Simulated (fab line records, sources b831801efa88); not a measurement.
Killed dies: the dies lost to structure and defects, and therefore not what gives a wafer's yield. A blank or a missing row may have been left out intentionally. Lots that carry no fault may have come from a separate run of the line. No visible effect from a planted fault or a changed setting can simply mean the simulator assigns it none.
Which tool was responsible? ; flow sky130 ; 18 wafers sampled from 6 lots at 1 step of a route of 708

== WHAT THE GAUGES SHOWED, per wafer ==
SKY_VT_ADJUST_LVTN_OVL_MEAS_18.
lot;measured;on;VT_ADJUST_LVTN_01_OVL (nm)
L382;day 8 18:11;overlay-01;1.7 1.2 0.9
L391;day 11 07:16;overlay-01;-1.1 0.6 0.1
L393;day 12 02:46;overlay-01;-3.2 -1.9 -1.2
L396;day 13 02:00;overlay-02;-0.4 1.3 0.3
L399;day 13 18:34;overlay-01;-1.7 -1.1 -1.6
L401;day 14 06:05;overlay-02;-1.0 -1.4 -0.9

== TOOL THAT RAN EACH LOT (tool first, then ch and the chambers of the sampled wafers, then the start) ==
The record holds no process step before these readings.

== THE ANSWER, worked out from the rows above alone ==
Rule: the usual values come from the lots themselves. The widest of any qualifying gaps counts: lots, ordered by their means at a reading, are off when they make up no more than a third of the lots, leave a main group of 4 or more, and stand apart from it by 3 or more times the standard deviation of that group's means. Not used: any main group whose means are identical at the precision the tables above print for the reading. Also off: a lot with no number at a reading for which 4 or more lots have one. The other lots that the step has rows for count as sound.
No lot is off at any reading shown: from this, nothing can be told.

== WHAT THE SIMULATOR PUT IN ==
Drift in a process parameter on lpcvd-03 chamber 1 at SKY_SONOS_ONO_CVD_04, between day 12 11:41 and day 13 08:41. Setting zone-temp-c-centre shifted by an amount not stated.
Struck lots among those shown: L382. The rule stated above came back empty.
